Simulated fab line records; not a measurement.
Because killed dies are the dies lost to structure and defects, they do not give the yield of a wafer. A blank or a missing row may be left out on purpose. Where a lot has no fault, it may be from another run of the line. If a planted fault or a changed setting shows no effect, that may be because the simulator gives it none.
What tool caused it? / flow sky130 / 72 wafers from 24 lots sampled at 3 of the route's 708 steps

== WHAT EACH GAUGE READ, for each wafer ==
SKY_FIELD_ISO_CD_MEAS_13 targets a cd of 150 nm. Usual: cd_nm at 149.4 nm, with a standard deviation of 1.4.
lot=L074; measured=day 2 04:09; on=cd_sem-01; cd_nm (nm)=148.1 147.7 148.0; flag=
lot=L075; measured=day 2 11:02; on=cd_sem-01; cd_nm (nm)=148.9 149.1 148.9; flag=
lot=L076; measured=day 2 17:00; on=cd_sem-01; cd_nm (nm)=150.2 150.1 150.7; flag=
lot=L077; measured=day 2 20:58; on=cd_sem-02; cd_nm (nm)=149.9 148.0 149.4; flag=
lot=L078; measured=day 3 02:34; on=cd_sem-02; cd_nm (nm)=147.8 148.6 148.9; flag=
lot=L079; measured=day 3 06:35; on=cd_sem-01; cd_nm (nm)=151.1 149.5 149.7; flag=
lot=L080; measured=day 3 12:54; on=cd_sem-02; cd_nm (nm)=147.3 148.9 148.7; flag=
lot=L081; measured=day 3 20:40; on=cd_sem-02; cd_nm (nm)=151.1 148.9 148.9; flag=
lot=L082; measured=day 3 23:51; on=cd_sem-01; cd_nm (nm)=150.3 149.1 150.1; flag=
lot=L083; measured=day 4 03:58; on=cd_sem-01; cd_nm (nm)=149.0 149.4 148.0; flag=
lot=L084; measured=day 4 09:31; on=cd_sem-01; cd_nm (nm)=149.7 150.2 150.8; flag=
lot=L085; measured=day 4 14:42; on=cd_sem-01; cd_nm (nm)=149.2 148.4 150.0; flag=
lot=L086; measured=day 4 19:28; on=cd_sem-02; cd_nm (nm)=149.7 151.0 151.7; flag=
lot=L087; measured=day 5 02:04; on=cd_sem-02; cd_nm (nm)=148.8 148.4 148.6; flag=
lot=L088; measured=day 5 04:39; on=cd_sem-01; cd_nm (nm)=148.7 147.8 149.4; flag=
lot=L089; measured=day 5 11:22; on=cd_sem-02; cd_nm (nm)=149.6 149.0 148.8; flag=
lot=L090; measured=day 5 16:43; on=cd_sem-02; cd_nm (nm)=148.6 150.8 150.9; flag=
lot=L091; measured=day 5 22:24; on=cd_sem-02; cd_nm (nm)=148.7 150.1 150.0; flag=
lot=L092; measured=day 6 01:14; on=cd_sem-01; cd_nm (nm)=151.2 151.8 151.7; flag=
lot=L093; measured=day 6 08:13; on=cd_sem-01; cd_nm (nm)=147.2 147.5 149.6; flag=
lot=L095; measured=day 6 16:41; on=cd_sem-02; cd_nm (nm)=151.7 151.7 151.1; flag=
lot=L094; measured=day 6 17:56; on=cd_sem-02; cd_nm (nm)=148.1 147.2 148.3; flag=
lot=L096; measured=day 7 00:19; on=cd_sem-01; cd_nm (nm)=146.4 148.5 147.6; flag=
lot=L097; measured=day 7 05:42; on=cd_sem-01; cd_nm (nm)=151.6 150.9 151.6; flag=

SKY_METAL2_RS_MEAS_05: the measuring method here is four-point-probe. Usual: METAL2_ALCU_RS typically reads 0.1273 ohm/sq, with standard deviation 0.0018.
lot=L074; measured=day 33 21:23; on=film_metro-02; METAL2_ALCU_RS (ohm/sq)=0.1286 0.1297 0.1271; flag=
lot=L075; measured=day 34 17:17; on=film_metro-02; METAL2_ALCU_RS (ohm/sq)=0.1266 0.1294 0.1279; flag=
lot=L076; measured=day 35 03:53; on=film_metro-01; METAL2_ALCU_RS (ohm/sq)=0.1276 0.1290 0.1289; flag=
lot=L077; measured=day 35 08:41; on=film_metro-02; METAL2_ALCU_RS (ohm/sq)=0.1294 0.1301 0.1289; flag=
lot=L078; measured=day 35 13:02; on=film_metro-04; METAL2_ALCU_RS (ohm/sq)=0.1271 0.1246 0.1233; flag=
lot=L079; measured=day 35 21:07; on=film_metro-02; METAL2_ALCU_RS (ohm/sq)=0.1286 0.1295 0.1288; flag=
lot=L080; measured=day 36 02:35; on=film_metro-04; METAL2_ALCU_RS (ohm/sq)=0.1237 0.1239 0.1290; flag=
lot=L081; measured=day 36 14:23; on=film_metro-01; METAL2_ALCU_RS (ohm/sq)=0.1265 0.1262 0.1263; flag=
lot=L082; measured=day 37 01:19; on=film_metro-04; METAL2_ALCU_RS (ohm/sq)=0.1261 0.1278 0.1268; flag=
lot=L083; measured=day 37 07:44; on=film_metro-02; METAL2_ALCU_RS (ohm/sq)=0.1274 0.1254 0.1287; flag=
lot=L084; measured=day 37 17:06; on=film_metro-02; METAL2_ALCU_RS (ohm/sq)=0.1277 0.1272 0.1274; flag=
lot=L085; measured=day 37 14:19; on=film_metro-02; METAL2_ALCU_RS (ohm/sq)=0.1263 0.1253 0.1260; flag=
lot=L086; measured=day 38 02:05; on=film_metro-01; METAL2_ALCU_RS (ohm/sq)=0.1290 0.1279 0.1284; flag=
lot=L087; measured=day 38 07:31; on=film_metro-02; METAL2_ALCU_RS (ohm/sq)=0.1260 0.1270 0.1277; flag=
lot=L088; measured=day 38 18:38; on=film_metro-01; METAL2_ALCU_RS (ohm/sq)=0.1265 0.1274 0.1270; flag=
lot=L089; measured=day 39 08:16; on=film_metro-04; METAL2_ALCU_RS (ohm/sq)=0.1282 0.1292 0.1252; flag=
lot=L090; measured=day 39 16:10; on=film_metro-04; METAL2_ALCU_RS (ohm/sq)=0.1278 0.1283 0.1279; flag=
lot=L091; measured=day 39 10:40; on=film_metro-02; METAL2_ALCU_RS (ohm/sq)=0.1273 0.1264 0.1254; flag=
lot=L092; measured=day 39 17:54; on=film_metro-01; METAL2_ALCU_RS (ohm/sq)=0.1267 0.1274 0.1286; flag=
lot=L093; measured=day 40 05:29; on=film_metro-01; METAL2_ALCU_RS (ohm/sq)=0.1276 0.1285 0.1307; flag=
lot=L095; measured=day 40 06:49; on=film_metro-02; METAL2_ALCU_RS (ohm/sq)=0.1258 0.1283 0.1277; flag=
lot=L094; measured=day 40 07:13; on=film_metro-04; METAL2_ALCU_RS (ohm/sq)=0.1268 0.1280 0.1312; flag=
lot=L096; measured=day 40 10:52; on=film_metro-01; METAL2_ALCU_RS (ohm/sq)=0.1230 0.1256 0.1275; flag=
lot=L097; measured=day 41 03:47; on=film_metro-01; METAL2_ALCU_RS (ohm/sq)=0.1272 0.1245 0.1248; flag=

== WHICH TOOL RAN EACH LOT (tool, then ch and the chambers of the sampled wafers, then the start) ==
lot=L074; SKY_NWELL_RTA_28=rtp_anneal-01 ch 0, day 5 08:47
lot=L075; SKY_NWELL_RTA_28=rtp_anneal-02 ch 0, day 5 14:50
lot=L076; SKY_NWELL_RTA_28=rtp_anneal-01 ch 0, day 6 03:31
lot=L077; SKY_NWELL_RTA_28=rtp_anneal-02 ch 0, day 6 05:44
lot=L078; SKY_NWELL_RTA_28=rtp_anneal-01 ch 0, day 6 09:56
lot=L079; SKY_NWELL_RTA_28=rtp_anneal-02 ch 0, day 6 15:38
lot=L080; SKY_NWELL_RTA_28=rtp_anneal-02 ch 0, day 6 21:14
lot=L081; SKY_NWELL_RTA_28=rtp_anneal-02 ch 0, day 7 02:49
lot=L082; SKY_NWELL_RTA_28=rtp_anneal-02 ch 0, day 7 09:35
lot=L083; SKY_NWELL_RTA_28=rtp_anneal-01 ch 0, day 7 15:10
lot=L084; SKY_NWELL_RTA_28=rtp_anneal-02 ch 0, day 7 21:23
lot=L085; SKY_NWELL_RTA_28=rtp_anneal-01 ch 0, day 8 00:22
lot=L086; SKY_NWELL_RTA_28=rtp_anneal-01 ch 0, day 8 06:28
lot=L087; SKY_NWELL_RTA_28=rtp_anneal-02 ch 0, day 8 16:20
lot=L088; SKY_NWELL_RTA_28=rtp_anneal-01 ch 0, day 9 00:38
lot=L089; SKY_NWELL_RTA_28=rtp_anneal-01 ch 0, day 9 14:43
lot=L090; SKY_NWELL_RTA_28=rtp_anneal-01 ch 0, day 9 18:44
lot=L091; SKY_NWELL_RTA_28=rtp_anneal-02 ch 0, day 9 17:08
lot=L092; SKY_NWELL_RTA_28=rtp_anneal-02 ch 0, day 10 00:25
lot=L093; SKY_NWELL_RTA_28=rtp_anneal-02 ch 0, day 10 04:58
lot=L095; SKY_NWELL_RTA_28=rtp_anneal-01 ch 0, day 10 11:39
lot=L094; SKY_NWELL_RTA_28=rtp_anneal-02 ch 0, day 10 12:43
lot=L096; SKY_NWELL_RTA_28=rtp_anneal-02 ch 0, day 10 19:15
lot=L097; SKY_NWELL_RTA_28=rtp_anneal-02 ch 0, day 11 03:53
- SKY_NWELL_RTA_28: time 30 s.

== WHAT THE TOOLS THEMSELVES READ (means of the sampled wafers that have a number; where no wafer has one, the mark that the record gives instead) ==
SKY_NWELL_RTA_28. Usual: lamp_power_pct 25.31 %, standard deviation 0.052; ramp_up_c_per_s 150.00, standard deviation 0.028; wafer_temp_C_max 1054.8, standard deviation 0.82.
lot=L074; tool=rtp_anneal-01; lamp_power_pct (%)=25.35; ramp_up_c_per_s=150.01; wafer_temp_C_max=1054.0; flag=
lot=L075; tool=rtp_anneal-02; lamp_power_pct (%)=25.26; ramp_up_c_per_s=149.99; wafer_temp_C_max=1055.5; flag=
lot=L076; tool=rtp_anneal-01; lamp_power_pct (%)=25.35; ramp_up_c_per_s=149.99; wafer_temp_C_max=1054.8; flag=
lot=L077; tool=rtp_anneal-02; lamp_power_pct (%)=25.29; ramp_up_c_per_s=150.02; wafer_temp_C_max=1055.3; flag=
lot=L078; tool=rtp_anneal-01; lamp_power_pct (%)=25.28; ramp_up_c_per_s=150.02; wafer_temp_C_max=1054.1; flag=
lot=L079; tool=rtp_anneal-02; lamp_power_pct (%)=25.28; ramp_up_c_per_s=150.01; wafer_temp_C_max=1055.1; flag=
lot=L080; tool=rtp_anneal-02; lamp_power_pct (%)=25.27; ramp_up_c_per_s=149.97; wafer_temp_C_max=1054.7; flag=
lot=L081; tool=rtp_anneal-02; lamp_power_pct (%)=25.32; ramp_up_c_per_s=150.00; wafer_temp_C_max=1054.5; flag=
lot=L082; tool=rtp_anneal-02; lamp_power_pct (%)=25.34; ramp_up_c_per_s=150.00; wafer_temp_C_max=1054.5; flag=
lot=L083; tool=rtp_anneal-01; lamp_power_pct (%)=25.29; ramp_up_c_per_s=149.99; wafer_temp_C_max=1054.6; flag=
lot=L084; tool=rtp_anneal-02; lamp_power_pct (%)=25.27; ramp_up_c_per_s=150.01; wafer_temp_C_max=1054.3; flag=
lot=L085; tool=rtp_anneal-01; lamp_power_pct (%)=25.30; ramp_up_c_per_s=149.99; wafer_temp_C_max=1054.1; flag=
lot=L086; tool=rtp_anneal-01; lamp_power_pct (%)=25.32; ramp_up_c_per_s=149.97; wafer_temp_C_max=1055.7; flag=
lot=L087; tool=rtp_anneal-02; lamp_power_pct (%)=25.27; ramp_up_c_per_s=150.00; wafer_temp_C_max=1054.1; flag=
lot=L088; tool=rtp_anneal-01; lamp_power_pct (%)=25.29; ramp_up_c_per_s=149.98; wafer_temp_C_max=1054.7; flag=
lot=L089; tool=rtp_anneal-01; lamp_power_pct (%)=25.36; ramp_up_c_per_s=150.01; wafer_temp_C_max=1055.9; flag=
lot=L090; tool=rtp_anneal-01; lamp_power_pct (%)=25.30; ramp_up_c_per_s=150.02; wafer_temp_C_max=1055.5; flag=
lot=L091; tool=rtp_anneal-02; lamp_power_pct (%)=25.30; ramp_up_c_per_s=150.01; wafer_temp_C_max=1054.4; flag=
lot=L092; tool=rtp_anneal-02; lamp_power_pct (%)=25.34; ramp_up_c_per_s=149.95; wafer_temp_C_max=1055.3; flag=
lot=L093; tool=rtp_anneal-02; lamp_power_pct (%)=25.27; ramp_up_c_per_s=150.00; wafer_temp_C_max=1055.4; flag=
lot=L095; tool=rtp_anneal-01; lamp_power_pct (%)=25.30; ramp_up_c_per_s=150.01; wafer_temp_C_max=1054.7; flag=
lot=L094; tool=rtp_anneal-02; lamp_power_pct (%)=25.35; ramp_up_c_per_s=150.01; wafer_temp_C_max=1054.7; flag=
lot=L096; tool=rtp_anneal-02; lamp_power_pct (%)=25.32; ramp_up_c_per_s=150.00; wafer_temp_C_max=1054.3; flag=
lot=L097; tool=rtp_anneal-02; lamp_power_pct (%)=25.31; ramp_up_c_per_s=149.97; wafer_temp_C_max=1054.3; flag=

== THE ANSWER, worked out from the rows above alone ==
Rule: take the mean of a lot's wafers that have a number; if it is more than 3 standard deviations from the usual mean, the lot is off. A lot without any number at a reading at which 4 lots or more have one is off too. All remaining lots with rows at the step are treated as sound. After the gauges, taken in route order, come the tools' own readings; for these a lot's mean is taken, as printed above. At the first step where some lot is off, the reading lying furthest off is the one used; lots without a number count as furthest.
Nothing can be told from this: no lot is off at any reading shown.

== WHAT HAD BEEN PUT IN BY THE SIMULATOR ==
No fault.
